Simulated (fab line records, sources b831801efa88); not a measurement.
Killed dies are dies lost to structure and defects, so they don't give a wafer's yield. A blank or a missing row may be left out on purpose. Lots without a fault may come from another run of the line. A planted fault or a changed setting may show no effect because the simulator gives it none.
fab line records | flow sky130
record lots=7 wafers=21 last_day=50
route steps=708 shown METAL2@505 VIA2@507
lots that met no fault: from a run of the same line without faults
start_h: hours from the record's first day to the start of the lot's first wafer shown | wait_h: hours since the lot's step before | " the same as in the row above | L1.1+2: a row that stands for several wafers | - no value, or no start given | * or withheld: withheld | < > ~ a bound
route shown NAME@n: a module of which the file shows steps, and the number in the route of the first | usual: mean/standard deviation of fault-free wafers | same: alike in all rows | chamber/n: place in a boat | sites: the reading at each site | _std_site: their standard deviation | _edge_site: outer sites' mean less inner sites' | radius_mm: how far each site lies from the wafer's centre | mask NAME#n: copy n | behind: the tool/chamber that last shaped the wafer | hold: why the lot was held/for how many hours/how that ended | device: the transistor (n, p or np) that didn't switch | end of line: the same wafers' tests at the end of the route | a step without rows: its recipe alone | killed: dies lost to structure and defects at the first sort, not the wafer's yield | map: a wafer's dies, x killed, . not, _ none there
set.NAME: the setting as run; set.NAME@STEP: as run at that earlier step | model.NAME: the simulator's own value behind a step, which no gauge read
lots at some steps of the route; a table a step, a row a wafer
services: from which hour (start_h, from the record's first day; less than 0 if before it) a tool's chamber was out of use, for how many hours, and why
## steps
# step SKY_METAL2_CLEAN_22
# recipe chemistry=IPA time_s=180 temp_c=25
# step SKY_METAL2_CLEAN_23
# recipe chemistry=O3/DIW dry=n2_spin
# step SKY_VIA2_HDPCVD_00
# recipe material=SiO2 target_thk_nm=1180 sigma_open_frac=0.3 time_s=196.7 temp_c=400 sih4_flow_sccm=60 pressure_mtorr=6
# step SKY_VIA2_THK_MEAS_01
# recipe reads=SiO2_of_VIA2_HDPCVD_00
# usual VIA2_HDPCVD_THK=1181/11
# columns lot.wafer tool chamber start_h wait_h VIA2_HDPCVD_THK[nm]
L983.1 film_metro-03 - 836.56 0.1 1162
L983.3 " - " " 1164
L983.5 " - " " 1166
L984.1 film_metro-03 - 854.02 0.1 1188
L984.5 " - " " 1186
L984.6 " - " " 1181
L993.3 film_metro-03 - 923.42 0.1 1185
L993.5 " - " " 1176
L993.6 " - " " 1193
L994.2 film_metro-02 - 929.90 0.1 1162
L994.4 " - " " 1168
L994.5 " - " " 1163
L995.1 film_metro-02 - 931.83 0.1 1176
L995.2 " - " " 1177
L995.3 " - " " 1178
L102.3 film_metro-04 - 971.22 0.1 1170
L102.5 " - " " 1183
L102.6 " - " " 1182
L103.1 film_metro-02 - 979.36 0.1 1185
L103.2 " - " " 1184
L103.6 " - " " 1206
# step SKY_VIA2_CMP_02
# recipe material=SiO2 down_force_psi=4 platen_rpm=60 pad_velocity_m_s=0.94248
# usual motor_current_A=12.3/0.95
# columns lot.wafer tool chamber start_h wait_h motor_current_A
L983.1 cmp-02 2 836.62 0.1 12.7
L983.3 " 1 " " 12.1
L983.5 " 3 " " 12.8
L984.1 cmp-01 2 854.18 0.1 12.7
L984.6 " 0 " " 11.7
L984.5 " 1 " " 13.4
L993.3 cmp-02 1 923.61 0.2 12.4
L993.5 " 2 " " 12.2
L993.6 " 3 " " 13.0
L994.4 cmp-02 1 929.95 0.0 12.7
L994.2 " 0 " " 13.4
L994.5 " 1 " " 12.4
L995.3 cmp-02 1 931.94 0.1 11.9
L995.2 " 2 " " 12.6
L995.1 " 3 " " 12.7
L102.3 cmp-01 3 971.36 0.1 10.2
L102.6 " 1 " " 13.7
L102.5 " 2 " " 12.1
L103.1 cmp-02 0 979.42 0.1 13.5
L103.2 " 2 " " 13.0
L103.6 " 0 " " 12.9
# step SKY_VIA2_BOW_MEAS_03
# recipe mode=bow
# usual VIA2_BOW=84/7
# columns lot.wafer tool chamber start_h wait_h VIA2_BOW[um]
L983.1 film_metro-02 - 836.92 0.2 78
L983.3 " - " " 92
L983.5 " - " " 67
L984.1 film_metro-02 - 854.38 0.1 90
L984.5 " - " " 89
L984.6 " - " " 81
L993.3 film_metro-03 - 923.80 0.1 97
L993.5 " - " " 90
L993.6 " - " " 88
L994.2 film_metro-03 - 930.27 0.1 81
L994.4 " - " " 79
L994.5 " - " " 92
L995.1 film_metro-03 - 932.19 0.1 83
L995.2 " - " " 84
L995.3 " - " " 84
L102.3 film_metro-04 - 971.60 0.2 85
L102.5 " - " " 86
L102.6 " - " " 86
L103.1 film_metro-03 - 979.72 0.2 74
L103.2 " - " " 76
L103.6 " - " " 85
# step SKY_VIA2_DEHYDRATE_04
# recipe temp_c=200 time_s=60
# step SKY_VIA2_HMDS_05
# recipe prime_time_s=60 prime_temp_c=120
# step SKY_VIA2_COAT_06
# recipe resist=BARC temp_c=withheld time_s=withheld spin_rpm=3000 resist_thk_nm=60
# step SKY_VIA2_COAT_07
# recipe resist=KrF-thick spin_rpm=3000 resist_thk_nm=450
# step SKY_VIA2_SOFTBAKE_08
# recipe temp_c=100 time_s=90 resist=KrF-thick
# step SKY_VIA2_EXPOSE_09
# recipe mask_id=VIM2 na=0.8 source_shape=annular sigma_inner=0.55 sigma_outer=0.85 target_cd_nm=200 dose_mj=38
# step SKY_VIA2_PEB_10
# recipe peb_temp_c=withheld peb_time_s=withheld resist=KrF-thick
# usual chill_plate_temp_C=* exhaust_pa=45.0/0.78
# columns lot.wafer tool chamber start_h wait_h chill_plate_temp_C exhaust_pa
L983.1 litho_track-03 0 862 - * 45.9
L983.3 " 0 " " * 45.4
L983.5 " 0 " " * 45.3
L984.1 litho_track-03 0 879 - * 45.6
L984.5 " 0 " " * 46.1
L984.6 " 0 " " * 44.4
L993.3 litho_track-04 - 947 - - -
L993.5 " - " " - -
L993.6 " - " " - -
L994.2 litho_track-02 - 954 - - -
L994.4 " - " " - -
L994.5 " - " " - -
L995.1 litho_track-03 - 955 - - -
L995.2 " - " " - -
L995.3 " - " " - -
L102.3 litho_track-04 0 996 - * 45.7
L102.5 " 0 " " * 44.6
L102.6 " 0 " " * 44.8
L103.1 litho_track-03 0 1003 - * 45.4
L103.2 " 0 " " * 45.8
L103.6 " 0 " " * 44.9
# step SKY_VIA2_DEVELOP_11
# recipe develop_time_s=60 resist=KrF-thick dev_temp_c=21
## services
# columns tool chamber start_h hours kind
cmp-01 - 828.17 2.6 repair
cmp-02 - 840.36 4.0 repair
cmp-02 - 883.09 3.8 pm
cmp-02 - 908.97 5.1 repair
cmp-02 - 914.05 4.0 pm
cmp-02 - 918.05 - consumable_replace:conditioner
cmp-02 - 918.05 - consumable_replace:pad
cmp-01 - 933.05 8.1 pm
cmp-01 - 963.66 2.7 repair
cmp-02 - 975.61 1.3 repair
## key
first_sign step=SKY_VIA2_PEB_10 reading=tool_record direction=missing
effect none on later readings
met_at SKY_VIA2_PEB_10
struck_wafers L993.3,L993.5,L993.6,L994.2,L994.4,L994.5,L995.1,L995.2,L995.3
later_rows_left_out L993.3,L993.5,L993.6,L994.2,L994.4,L994.5,L995.1,L995.2,L995.3
sort_left_out L993.3,L993.5,L993.6,L994.2,L994.4,L994.5,L995.1,L995.2,L995.3
onset_between 879 947
fault kind=skipped_step_whole tool=litho_track-02,litho_track-03,litho_track-04 chamber=- onset_h=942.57 steps=SKY_VIA2_PEB_10 scope=struck_lots_only
# sort_left_out: the simulated sort isn't trusted on such a fault, so these wafers' sort isn't shown, and their yield isn't known
# later_rows_left_out: the simulator's readings of these wafers behind a module that went badly wrong aren't trusted and aren't shown, but for the sort
